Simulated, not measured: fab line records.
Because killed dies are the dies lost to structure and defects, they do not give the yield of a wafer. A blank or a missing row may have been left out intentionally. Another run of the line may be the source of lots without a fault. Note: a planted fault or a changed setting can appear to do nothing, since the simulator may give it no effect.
Matching of chambers    flow gf180mcu    GF_CONTACT_CMP_27 on cmp-02 has 4 sister chambers
The step polishes, stops on SiO2, t overpolish 15 s, target thk 0 nm. 4 wafers are shown with their chamber, then 7 later ones without.

## WAFERS, EACH WITH ITS CHAMBER
wafer   chamber  motorCurrentA (A)
L473.3  1        13.2
L474.1  0        10.1
L474.3  2        11.4
L478.1  3        11.1

## WAFERS WHOSE CHAMBER IS MISSING
wafer   motorCurrentA (A)
L478.4  12.3
L478.5  10.8
L481.2  10.6
L481.5  10.5
L481.6  11.4
L482.2  10.7
L482.4  12.8

## CHAMBER TAKEN BY EACH
wafer   from the rows above           in truth
L478.4  can't be placed: 1 or 2 or 3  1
L478.5  can't be placed: 3 or 2 or 0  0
L481.2  can't be placed: 0 or 3 or 2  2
L481.5  can't be placed: 0 or 3 or 2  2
L481.6  can't be placed: 2 or 3       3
L482.2  can't be placed: 3 or 0 or 2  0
L482.4  1                             1
Placed correctly: 1 of 7. Can't be placed from these rows: 6 (the true chamber is among the candidates in 6). Number placed wrongly: 0.
How it was worked out, from the rows above alone: a wafer's distance from a chamber is the root of the sum, over the readings, of the square of ((its reading less the chamber's mean) divided by the reading's scatter). If the next closest chamber is less than 2 further off than the closest, the wafer can't be placed; otherwise it belongs to the closest. Each chamber's mean is taken over the wafers shown for it. The scatter: root of mean squared gap, hidden wafer to nearest shown wafer, with one shown wafer a chamber.
